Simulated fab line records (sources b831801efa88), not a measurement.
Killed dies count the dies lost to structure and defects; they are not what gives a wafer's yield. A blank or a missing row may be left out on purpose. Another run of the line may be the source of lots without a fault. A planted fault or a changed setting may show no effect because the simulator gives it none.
Problem report, 8D (eight disciplines) form, completed by code -- flow gf180mcu -- the parts of the form that need people (team, actions taken, sign-off) are left out

1. PROBLEM STATEMENT
Wafers free of any fault read 46.08 ohm/sq (standard deviation 0.096) for NSD_RS at GF_PSD_RS_MEAS_14, against a mean of 42.46 ohm/sq on 9 wafers of 3 lots. Relative to the usual mean, that is a shift of -38 standard deviations.
The step: measures by four-point-probe.
Earliest sighting: wafer L416.3 on film-metro-01 at day 18 06:31. The record holds 39 wafers of 13 lots with a number at this step. Rule for "out", or "out of limits": more than 4 standard deviations from the usual mean. Any other wafer with a number is counted as sound.

2. WHAT IT IS, WHAT IT ISN'T
question,is,is not
which readings at this step,NSD_RS,-
which lots,"L416, L418, L420","L406, L407, L409, L410, L411, L415, L423, L425, L427, L428"
which wafers of those lots,all that have a number,-
read on which gauges,"film-metro-01, film-metro-02",film-metro-03
when,from day 18 06:31,"up to then (18 sound wafers); but 12 sound wafers of L423, L425, L427, L428 came after"

3. THE SUSPECTS, EACH WITH WHAT RULES IT OUT
Counting: a tool at any process step up to the reading remains a suspect when it ran all the lots that are out and ran no sound lot after the first of those.
- ruled out: the gauge at GF_PSD_RS_MEAS_14. 2 gauges (film-metro-01, film-metro-02) read the wafers that are out.
- rtp-anneal-02 at GF_PSD_RTA_13 (time 20 s): ruled out as a lasting fault. Sound lots L427, L428 ran on it after its first lot that is out, L416 (day 18 06:25).
Left after counting: nothing in the record.

4. THE CAUSE (what the simulator had put in)
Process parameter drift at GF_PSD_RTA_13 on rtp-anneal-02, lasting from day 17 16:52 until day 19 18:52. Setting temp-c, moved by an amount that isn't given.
The count ruled it out by mistake, since the rule takes a fault to strike every lot its tool runs from the start of the fault on, and this one did not do so.

5. SEQUENCE OF EFFECTS, ordered by route
Each row: a reading whose mean over the struck wafers that have a number lies more than 3 standard deviations from the usual. Only readings for which the record gives a usual standard deviation are gone through. hours: the time from each lot's start at the first step in this table that gives one to its start at this step, as a median over the lots. sigmas: the change in usual standard deviations.
hours,step,reading,usual,on struck wafers,change,sigmas
0,GF_PSD_RS_MEAS_14,NSD_RS,46.08 ohm/sq,42.46,-3.62,-38
0,GF_PSD_RS_MEAS_15,PSD_RS,108.5 ohm/sq,98.3,-10.2,-32
Later measuring or inspecting steps at which every struck wafer that the step has a row for has a number for every such reading, and none has moved that far: GF_CONTACT_OVL_MEAS_15.

6. WHAT WOULD HAVE CAUGHT IT SOONER
14 hours passed between the start of the fault at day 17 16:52 and the first reading out of limits at a measuring or inspecting step in this record, taken at day 18 06:31.
No tool reading at GF_PSD_RTA_13 that has a usual standard deviation in the record was out on any struck wafer, so an alarm limit of 4 standard deviations on those readings would not have fired.
